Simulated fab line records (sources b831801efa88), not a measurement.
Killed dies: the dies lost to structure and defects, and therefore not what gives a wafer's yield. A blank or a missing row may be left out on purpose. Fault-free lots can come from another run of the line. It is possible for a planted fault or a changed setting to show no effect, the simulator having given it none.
fab line records	flow sky130
record lots=6	wafers=18	last-day=50
route steps=708 shown SPACER@306 POLY_CUT@307 PAD_OPEN@708
lots that met no fault: from a run of the same line without faults
start-h: hours from the record's opening day to when the first of the lot's shown wafers began	wait-h: hours since the lot's step before	" the same as in the row above	L1.1+2: several wafers, shown together as one row	- either no value or no given start	* or withheld: withheld	< > ~ a bound
route shown NAME@n: a module of which the file shows steps, and the number in the route of the first	usual: average and standard deviation across the fault-free wafers	same: alike in all rows	chamber/n: place in a boat	sites: readings site by site	_std_site: their standard deviation	_edge_site: the outer-site mean with the inner-site mean subtracted	radius-mm: how far each site lies from the wafer's centre	mask NAME#n: copy n	behind: the tool/chamber that last shaped the wafer	hold: reason for holding the lot/hours on hold/outcome of the hold	device: whichever transistor did not switch (one of n, p or np)	end of line: the tests these same wafers got at the end of their route	step lacking rows: just its recipe	killed: at the first sort, the dies lost to defects and structure; wafer yield is something else	map: dies across one wafer; x = killed, . = not, _ = none there
set.NAME: the setting the step ran with; set.NAME@STEP: the setting that earlier step ran with	model.NAME: the simulator's own value behind a step, which no gauge read
a table for each step, a row for each wafer; lots at some steps of the route
services: the hour from which a tool's chamber was out of use, counted from the record's first day as start-h (under 0 if before that day), plus the number of hours and why
## steps
# step SKY_SPACER_ETCHBACK_02
# recipe chemistry=CH3F/O2	target=Si3N4	stop-on=SiO2	source-w=400	bias-w=80	pressure-mtorr=25	ch3f-flow-sccm=40	O2_flow_sccm=30	time-s=46.7	target-depth-a=450
# usual O2_flow_sccm=30.01/0.088	drypump-motor-current-A=5.5/0.46	oes-product-au=0.851/0.0059	throttle-valve-pct=10.562/0.0095
lot.wafer	tool	chamber	start-h	wait-h	O2_flow_sccm	drypump-motor-current-A	oes-product-au	rf-hours-counter-h	throttle-valve-pct
L863.1	rie-diel-03	0	550.77	0.1	29.97	5.1	0.854	1	10.568
L863.2	"	2	"	"	30.05	5.5	0.861	1	10.570
L863.6	"	2	"	"	30.05	5.5	0.851	-	10.549
L862.3	rie-diel-03	2	554.61	0.0	29.93	5.5	0.853	1	10.569
L862.4	"	3	"	"	30.08	5.8	0.852	18	10.552
L862.6	"	2	"	"	29.80	5.5	0.851	-	10.563
L879.3	rie-diel-03	1	694.46	0.0	30.10	6.1	0.853	9	10.557
L879.5	"	3	"	"	30.11	5.8	0.850	-	10.554
L879.6	"	0	"	"	30.02	5.2	0.857	-	10.570
L882.2	rie-diel-04	3	699.04	0.0	29.91	4.8	0.844	3	10.566
L882.4	"	1	"	"	29.99	5.1	0.855	4	10.563
L882.5	"	2	"	"	29.98	5.5	0.849	-	10.576
L883.1	rie-diel-02	2	702.66	0.1	29.82	5.8	0.848	4	10.561
L883.2	"	0	"	"	30.21	5.2	0.844	5	10.561
L883.4	"	3	"	"	30.05	5.6	0.854	12	10.562
L884.2	rie-diel-04	0	713.94	0.0	30.06	6.3	0.850	15	10.565
L884.3	"	1	"	"	29.96	5.1	0.839	4	10.559
L884.5	"	3	"	"	30.09	4.8	0.850	-	10.561
# step SKY_POLY_CUT_DEHYDRATE_00
# recipe temp-c=200	time-s=60
# step SKY_POLY_CUT_HMDS_01
# recipe prime-time-s=60	prime-temp-c=120
# step SKY_POLY_CUT_COAT_02
# recipe resist=BARC	temp-c=withheld	time-s=withheld	spin-rpm=3000	resist-thk-nm=60
# step SKY_POLY_CUT_COAT_03
# recipe resist=KrF-thick	spin-rpm=3000	resist-thk-nm=450
# step SKY_POLY_CUT_SOFTBAKE_04
# recipe temp-c=100	time-s=90	resist=KrF-thick
# step SKY_POLY_CUT_EXPOSE_05
# recipe mask-id=NPCM	na=0.8	source-shape=annular	sigma-inner=0.55	sigma-outer=0.85	target-cd-nm=270	dose-mj=32
# step SKY_POLY_CUT_PEB_06
# recipe peb-temp-c=withheld	peb-time-s=withheld	resist=KrF-thick
# step SKY_POLY_CUT_DEVELOP_07
# recipe develop-time-s=60	resist=KrF-thick	dev-temp-c=21
# step SKY_POLY_CUT_CD_MEAS_08
# recipe target-cd-nm=270
# usual cd-nm=270.3/1.4
lot.wafer	tool	chamber	start-h	wait-h	cd-nm
L863.1	cd-sem-01	-	580.77	-	269.5
L863.2	"	-	"	"	270.8
L863.6	"	-	"	"	271.4
L862.3	cd-sem-02	-	584.71	-	271.3
L862.4	"	-	"	"	269.8
L862.6	"	-	"	"	270.3
L879.3	cd-sem-01	-	724.06	-	269.8
L879.5	"	-	"	"	269.5
L879.6	"	-	"	"	269.7
L882.2	cd-sem-02	-	727.58	-	269.3
L882.4	"	-	"	"	270.2
L882.5	"	-	"	"	268.8
L883.1	cd-sem-01	-	731.76	-	272.2
L883.2	"	-	"	"	273.1
L883.4	"	-	"	"	272.9
L884.2	cd-sem-01	-	741.54	-	269.3
L884.3	"	-	"	"	270.0
L884.5	"	-	"	"	269.3
# step SKY_POLY_CUT_OVL_MEAS_09
# usual POLY_CUT_OVL=-1/5
lot.wafer	tool	chamber	start-h	wait-h	POLY_CUT_OVL[nm]
L863.1	overlay-02	-	580.89	0.1	-8
L863.2	"	-	"	"	-4
L863.6	"	-	"	"	3
L862.3	overlay-02	-	584.80	0.1	3
L862.4	"	-	"	"	6
L862.6	"	-	"	"	2
L879.3	overlay-01	-	724.15	0.1	-3
L879.5	"	-	"	"	1
L879.6	"	-	"	"	3
L882.2	overlay-02	-	727.68	0.1	2
L882.4	"	-	"	"	6
L882.5	"	-	"	"	6
L883.1	overlay-01	-	731.88	0.1	3
L883.2	"	-	"	"	4
L883.4	"	-	"	"	-5
L884.2	overlay-02	-	741.65	0.1	-4
L884.3	"	-	"	"	0
L884.5	"	-	"	"	0
# step SKY_POLY_CUT_ETCH_10
# recipe chemistry=N2/H2	target=BARC	ion-energy-ev=200	source-w=500	bias-w=100	pressure-mtorr=30	n2-flow-sccm=100	h2-flow-sccm=200	stop-on=SiO2	time-s=45.9	target-depth-a=600
# usual bias-w=100.03/0.27	chamber-pressure-mTorr=30.003/0.029	drypump-motor-current-A=5.7/0.55	oes-product-au=0.855/0.0046	throttle-valve-pct=13.226/0.009
lot.wafer	tool	chamber	start-h	wait-h	bias-w	chamber-pressure-mTorr	drypump-motor-current-A	oes-product-au	rf-hours-counter-h	throttle-valve-pct
L863.1	rie-diel-01	2	580.93	0.0	99.98	30.002	5.9	0.856	6	13.225
L863.2	"	0	"	"	99.93	29.991	5.0	0.855	12	13.210
L863.6	"	2	"	"	100.26	29.989	5.9	0.858	-	13.211
L862.3	rie-diel-04	2	584.83	0.0	100.04	30.028	5.5	0.847	45	13.217
L862.4	"	3	"	"	100.64	30.014	4.8	0.854	1	13.224
L862.6	"	3	"	"	100.45	30.014	4.8	0.857	-	13.228
L879.3	rie-diel-02	0	724.18	0.0	100.45	30.036	5.2	0.858	6	13.217
L879.5	"	1	"	"	100.21	29.978	6.2	0.852	-	13.241
L879.6	"	2	"	"	100.11	30.007	5.8	0.857	-	13.221
L882.2	rie-diel-01	1	727.71	0.0	100.11	30.038	6.5	0.855	5	13.227
L882.4	"	0	"	"	100.22	30.008	5.0	0.853	16	13.226
L882.5	"	0	"	"	99.81	30.073	5.0	0.854	-	13.231
L883.1	rie-diel-02	0	731.91	0.0	100.39	30.025	5.2	0.853	7	13.227
L883.2	"	3	"	"	99.95	30.014	5.6	0.850	14	13.223
L883.4	"	2	"	"	100.22	29.972	5.8	0.856	6	13.217
L884.2	rie-diel-01	1	741.68	0.0	99.53	30.020	6.5	0.867	6	13.234
L884.3	"	2	"	"	100.14	29.976	5.9	0.857	9	13.223
L884.5	"	3	"	"	99.62	29.979	5.7	0.860	-	13.223
# step SKY_POLY_CUT_ETCH_11
# recipe target=Si3N4	chemistry=CF4/CH2F2/Ar	stop-on=poly-Si	source-w=600	bias-w=150	pressure-mtorr=40	cf4-flow-sccm=40	ch2f2-flow-sccm=20	Ar_flow_sccm=150	time-s=42.5	target-depth-a=600
# usual bias-w=150.0/0.46	cf4-flow-sccm=40.01/0.12	drypump-motor-current-A=5.7/0.54	oes-product-au=0.828/0.0067	throttle-valve-pct=14.994/0.01
lot.wafer	tool	chamber	start-h	wait-h	bias-w	cf4-flow-sccm	drypump-motor-current-A	oes-product-au	rf-hours-counter-h	throttle-valve-pct
L863.1	rie-diel-01	2	580.97	0.0	150.2	39.91	5.9	0.833	6	14.998
L863.2	"	0	"	"	149.7	39.90	5.0	0.838	12	14.991
L863.6	"	2	"	"	149.9	39.90	5.9	0.823	-	14.983
L862.3	rie-diel-04	2	584.87	0.0	149.9	39.96	5.5	0.838	45	14.985
L862.4	"	3	"	"	149.7	40.20	4.8	0.841	1	15.007
L862.6	"	3	"	"	150.0	40.11	4.8	0.831	-	14.995
L879.3	rie-diel-02	0	724.22	0.0	149.8	40.15	5.2	0.823	6	14.999
L879.5	"	1	"	"	150.2	40.23	6.2	0.835	-	14.995
L879.6	"	2	"	"	150.4	40.06	5.8	0.826	-	15.000
L882.2	rie-diel-01	1	727.76	0.0	-	-	-	-	-	-
L882.4	"	0	"	"	-	-	-	-	-	-
L882.5	"	0	"	"	-	-	-	-	-	-
L883.1	rie-diel-02	0	731.96	0.0	-	-	-	-	-	-
L883.2	"	3	"	"	-	-	-	-	-	-
L883.4	"	2	"	"	-	-	-	-	-	-
L884.2	rie-diel-01	1	741.72	0.0	150.2	39.97	6.5	0.829	6	15.008
L884.3	"	2	"	"	149.8	39.87	5.9	0.837	9	15.004
L884.5	"	3	"	"	150.2	40.14	5.7	0.828	-	14.994
# step SKY_POLY_CUT_STRIP_12
# recipe chemistry=O2/N2	power-w=1400	pressure-mtorr=1500	platen-temp-c=withheld	o2-flow-sccm=3000	n2-flow-sccm=300	overash-fraction=0.5
# usual drypump-motor-current-A=5.61/0.26	oes-product-au=0.452/0.0048	strip-time-to-endpoint-s=5.362/0.017
# same overash-fraction=0.5
lot.wafer	tool	chamber	start-h	wait-h	drypump-motor-current-A	oes-product-au	rf-hours-counter-h	strip-time-to-endpoint-s
L863.1	plasma-asher-02	0	581.01	0.0	5.99	0.456	86	5.383
L863.2	"	1	"	"	5.84	0.456	86	5.382
L863.6	"	0	"	"	5.98	0.447	-	5.396
L862.3	plasma-asher-02	1	584.94	0.1	5.86	0.455	-	5.369
L862.4	"	0	"	"	5.98	0.454	-	5.350
L862.6	"	0	"	"	5.98	0.449	-	5.350
L879.3	plasma-asher-02	1	724.29	0.1	5.76	0.452	-	5.375
L879.5	"	0	"	"	5.99	0.451	-	5.371
L879.6	"	1	"	"	5.79	0.456	-	5.358
L882.2	plasma-asher-03	1	727.80	0.0	5.43	0.456	63	5.382
L882.4	"	0	"	"	5.21	0.453	-	5.370
L882.5	"	0	"	"	5.23	0.447	-	5.350
L883.1	plasma-asher-03	0	732.00	0.0	5.17	0.444	63	5.345
L883.2	"	1	"	"	5.44	0.445	63	5.353
L883.4	"	0	"	"	5.22	0.456	-	5.340
L884.2	plasma-asher-04	1	741.76	0.0	5.67	0.457	27	5.398
L884.3	"	1	"	"	5.61	0.452	-	5.342
L884.5	"	0	"	"	5.44	0.447	-	5.365
# step SKY_PAD_OPEN_PROBE_99
# usual killed_at_M0_to_M3=44/7.9	killed_at_M4_up=3.1/1.9	killed-at-contacts=24/4.6	killed-at-front-end=16/4.9	killed-at-other=0.3/0.6	killed-dies=87/9.7	killed-on-rim=17/3.7	killed-open=48/7.2	killed-short=39/5.6
# same gross-dies=492	killed-at-back-side=0
lot.wafer	tool	chamber	start-h	wait-h	killed_at_M0_to_M3	killed_at_M4_up	killed-at-contacts	killed-at-front-end	killed-at-other	killed-dies	killed-on-rim	killed-open	killed-short
L862.3	prober-02	-	1086.72	0.2	50	2	24	7	0	83	13	47	36
L862.4	prober-02	-	1086.77	0.2	28	3	29	13	0	73	15	39	34
L862.6	prober-02	-	1086.87	0.2	38	5	24	17	2	86	19	45	41
L879.3	prober-02	-	1189.33	0.2	49	3	27	12	1	92	15	55	36
L879.5	prober-02	-	1189.43	0.2	45	4	26	14	1	90	16	42	48
L879.6	prober-02	-	1189.48	0.2	34	2	28	23	0	87	18	41	45
L882.2	prober-01	-	1190.78	0.1	41	5	25	421	0	492	96	45	41
L882.4	prober-01	-	1190.88	0.2	43	4	23	422	0	492	96	50	36
L882.5	prober-01	-	1190.93	0.2	36	7	23	426	0	492	96	51	40
L883.1	prober-01	-	1191.40	0.1	42	2	29	419	0	492	96	59	29
L883.2	prober-01	-	1191.45	0.1	41	2	28	421	0	492	96	37	46
L883.4	prober-01	-	1191.55	0.2	40	1	25	426	0	492	96	42	38
L884.2	prober-02	-	1193.88	0.1	41	6	38	11	0	96	14	51	45
L884.3	prober-02	-	1193.93	0.2	51	8	22	13	0	94	24	53	39
L884.5	prober-02	-	1194.03	0.2	52	3	20	17	0	92	20	50	41
# killed by level:class
L862.3 VIA2:geometric-particle:open=11 LI_CONTACT:geometric-particle:open=9 VIA3:geometric-particle:open=8 METAL1:geometric-particle:short=7 VIA1:geometric-particle:open=7 CONTACT:geometric-particle:open=5 METAL2:geometric-particle:short=4 POLY_GATE:geometric-particle:short=3
L862.4 CONTACT:geometric-particle:open=9 VIA3:geometric-particle:open=7 CONTACT:geometric-particle:short=5 LI_CONTACT:geometric-particle:open=5 METAL1:geometric-particle:short=5 VIA1:geometric-particle:open=5 LI_CONTACT:geometric-particle:short=4 VIA1:geometric-particle:short=4
L862.6 CONTACT:geometric-particle:open=9 VIA1:geometric-particle:open=7 VIA3:geometric-particle:open=7 CONTACT:geometric-particle:short=6 LOCAL_INTERCONNECT:geometric-particle:short=5 VIA2:geometric-particle:open=5 METAL4:geometric-particle:short=5 FIELD_ISO:geometric-particle:short=4
L879.3 CONTACT:geometric-particle:open=14 VIA1:geometric-particle:open=8 VIA3:geometric-particle:open=7 POLY_GATE:geometric-particle:open=5 LI_CONTACT:geometric-particle:open=5 METAL1:geometric-particle:short=5 VIA1:geometric-particle:short=5 METAL1:geometric-particle:open=4
L879.5 CONTACT:geometric-particle:open=10 METAL2:geometric-particle:short=10 METAL1:geometric-particle:short=8 LI_CONTACT:geometric-particle:open=6 VIA3:geometric-particle:open=6 CONTACT:geometric-particle:short=5 VIA1:geometric-particle:open=5 FIELD_ISO:geometric-particle:open=4
L879.6 CONTACT:geometric-particle:open=10 POLY_GATE:geometric-particle:open=9 FIELD_ISO:geometric-particle:short=8 CONTACT:geometric-particle:short=8 METAL1:geometric-particle:short=6 VIA3:geometric-particle:short=6 LI_CONTACT:geometric-particle:open=5 VIA1:geometric-particle:open=5
L882.2 POLY_CUT:area-etch=406 VIA2:geometric-particle:open=10 VIA1:geometric-particle:open=9 CONTACT:geometric-particle:open=8 POLY_GATE:geometric-particle:open=6 VIA1:geometric-particle:short=6 LI_CONTACT:geometric-particle:short=5 METAL1:geometric-particle:short=5
L882.4 POLY_CUT:area-etch=406 VIA1:geometric-particle:open=13 CONTACT:geometric-particle:open=9 VIA2:geometric-particle:open=9 VIA1:geometric-particle:short=7 LI_CONTACT:geometric-particle:open=7 CONTACT:geometric-particle:short=5 METAL2:geometric-particle:short=5
L882.5 POLY_CUT:area-etch=401 POLY_GATE:geometric-particle:open=10 VIA1:geometric-particle:open=8 FIELD_ISO:geometric-particle:open=7 LI_CONTACT:geometric-particle:open=7 METAL4:geometric-particle:short=6 METAL2:geometric-particle:short=6 VIA3:geometric-particle:open=6
L883.1 POLY_CUT:area-etch=404 VIA3:geometric-particle:open=11 CONTACT:geometric-particle:open=10 VIA1:geometric-particle:open=10 LI_CONTACT:geometric-particle:open=7 FIELD_ISO:geometric-particle:open=6 POLY_GATE:geometric-particle:open=5 CONTACT:geometric-particle:short=5
L883.2 POLY_CUT:area-etch=409 VIA2:geometric-particle:short=8 LI_CONTACT:geometric-particle:open=7 CONTACT:geometric-particle:short=7 METAL1:geometric-particle:short=7 CONTACT:geometric-particle:open=6 VIA1:geometric-particle:open=6 VIA3:geometric-particle:open=6
L883.4 POLY_CUT:area-etch=412 LI_CONTACT:geometric-particle:open=9 CONTACT:geometric-particle:open=8 VIA1:geometric-particle:open=7 VIA3:geometric-particle:short=6 VIA2:geometric-particle:open=6 METAL2:geometric-particle:short=5 FIELD_ISO:geometric-particle:open=4
L884.2 CONTACT:geometric-particle:open=12 VIA1:geometric-particle:open=10 LI_CONTACT:geometric-particle:open=8 CONTACT:geometric-particle:short=7 LOCAL_INTERCONNECT:geometric-particle:short=5 METAL3:geometric-particle:short=5 VIA2:geometric-particle:open=5 VIA3:geometric-particle:open=5
L884.3 VIA1:geometric-particle:open=12 CONTACT:geometric-particle:open=8 POLY_GATE:geometric-particle:open=6 VIA2:geometric-particle:open=6 VIA1:geometric-particle:short=5 METAL4:geometric-particle:short=5 METAL3:geometric-particle:short=5 LOCAL_INTERCONNECT:geometric-particle:short=5
L884.5 VIA1:geometric-particle:open=10 METAL2:geometric-particle:short=8 VIA2:geometric-particle:open=7 VIA1:geometric-particle:short=6 POLY_GATE:geometric-particle:short=5 LI_CONTACT:geometric-particle:open=5 LOCAL_INTERCONNECT:geometric-particle:short=5 CONTACT:geometric-particle:open=5
# map L882.2 (x killed, . not)
__________xxxxxxxxxx_________
________xxxxxxxxxxxxxx_______
______xxxxxxxxxxxxxxxxxx_____
_____xxxxxxxxxxxxxxxxxxxx____
____xxxxxxxxxxxxxxxxxxxxxx___
___xxxxxxxxxxxxxxxxxxxxxxxx__
__xxxxxxxxxxxxxxxxxxxxxxxxxx_
_xxxxxxxxxxxxxxxxxxxxxxxxxxxx
_xxxxxxxxxxxxxxxxxxxxxxxxxxxx
_xxxxxxxxxxxxxxxxxxxxxxxxxxxx
_xxxxxxxxxxxxxxxxxxxxxxxxxxxx
_xxxxxxxxxxxxxxxxxxxxxxxxxxxx
_xxxxxxxxxxxxxxxxxxxxxxxxxxxx
_xxxxxxxxxxxxxxxxxxxxxxxxxxxx
_xxxxxxxxxxxxxxxxxxxxxxxxxxxx
__xxxxxxxxxxxxxxxxxxxxxxxxxx_
___xxxxxxxxxxxxxxxxxxxxxxxx__
____xxxxxxxxxxxxxxxxxxxxxx___
_____xxxxxxxxxxxxxxxxxxxx____
______xxxxxxxxxxxxxxxxxx_____
________xxxxxxxxxxxxxx_______
__________xxxxxxxxxx_________
# map L883.1 (x killed, . not)
__________xxxxxxxxxx_________
________xxxxxxxxxxxxxx_______
______xxxxxxxxxxxxxxxxxx_____
_____xxxxxxxxxxxxxxxxxxxx____
____xxxxxxxxxxxxxxxxxxxxxx___
___xxxxxxxxxxxxxxxxxxxxxxxx__
__xxxxxxxxxxxxxxxxxxxxxxxxxx_
_xxxxxxxxxxxxxxxxxxxxxxxxxxxx
_xxxxxxxxxxxxxxxxxxxxxxxxxxxx
_xxxxxxxxxxxxxxxxxxxxxxxxxxxx
_xxxxxxxxxxxxxxxxxxxxxxxxxxxx
_xxxxxxxxxxxxxxxxxxxxxxxxxxxx
_xxxxxxxxxxxxxxxxxxxxxxxxxxxx
_xxxxxxxxxxxxxxxxxxxxxxxxxxxx
_xxxxxxxxxxxxxxxxxxxxxxxxxxxx
__xxxxxxxxxxxxxxxxxxxxxxxxxx_
___xxxxxxxxxxxxxxxxxxxxxxxx__
____xxxxxxxxxxxxxxxxxxxxxx___
_____xxxxxxxxxxxxxxxxxxxx____
______xxxxxxxxxxxxxxxxxx_____
________xxxxxxxxxxxxxx_______
__________xxxxxxxxxx_________
## services
tool	chamber	start-h	hours	kind
rie-diel-03	2	527.48	21.7	repair
rie-diel-03	3	527.68	9.0	repair
rie-diel-01	1	538.43	4.2	repair
rie-diel-02	0	539.57	2.5	repair
rie-diel-01	0	539.86	3.1	repair
rie-diel-01	0	565.71	6.7	repair
rie-diel-02	1	566.82	3.9	repair
rie-diel-03	0	574.16	16.8	repair
rie-diel-03	3	580.36	3.3	repair
rie-diel-01	-	611.97	0.7	repair
rie-diel-02	0	615.90	10.1	repair
rie-diel-02	0	651.75	8.8	repair
plasma-asher-02	-	663.39	2.6	repair
rie-diel-04	1	664.21	2.6	repair
rie-diel-02	2	665.27	17.9	repair
rie-diel-01	3	667.71	5.2	repair
rie-diel-04	2	668.02	9.1	repair
rie-diel-02	-	669.45	0.8	repair
plasma-asher-02	-	681.62	0.6	repair
rie-diel-03	1	694.68	14.6	repair
rie-diel-04	2	731.43	1.5	repair
plasma-asher-02	-	733.75	9.0	pm
plasma-asher-03	-	738.17	9.2	repair
rie-diel-01	0	739.96	10.8	repair
## key
first-sign step=SKY_POLY_CUT_ETCH_11	reading=tool-record	direction=missing
effect step=SKY_PAD_OPEN_PROBE_99	reading=killed-at-front-end	direction=up	sigmas=83	usual=16	struck=422
more-kills-born-at SKY_POLY_CUT_ETCH_11@rie-diel-02=1225	SKY_POLY_CUT_ETCH_11@rie-diel-01=1213
met-at SKY_POLY_CUT_ETCH_11
struck-wafers L882.2,L882.4,L882.5,L883.1,L883.2,L883.4
later-rows-left-out L882.2,L882.4,L882.5,L883.1,L883.2,L883.4
tester-left-out L882,L883
onset-between 724.22 727.76
fault kind=skipped-step-whole	tool=rie-diel-01,rie-diel-02	chamber=-	onset-h=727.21	steps=SKY_POLY_CUT_ETCH_11	scope=struck-lots-only
# tester-left-out: of these lots the tester's yield and bins aren't shown, on N5 and GAA mostly nor the transistor test; their killed dies are dies lost to structure and defects alone, not to doping, threshold or leakage, so they don't give the yield
# later-rows-left-out: the simulator's readings of these wafers behind a module that went badly wrong aren't trusted and aren't shown, but for the sort
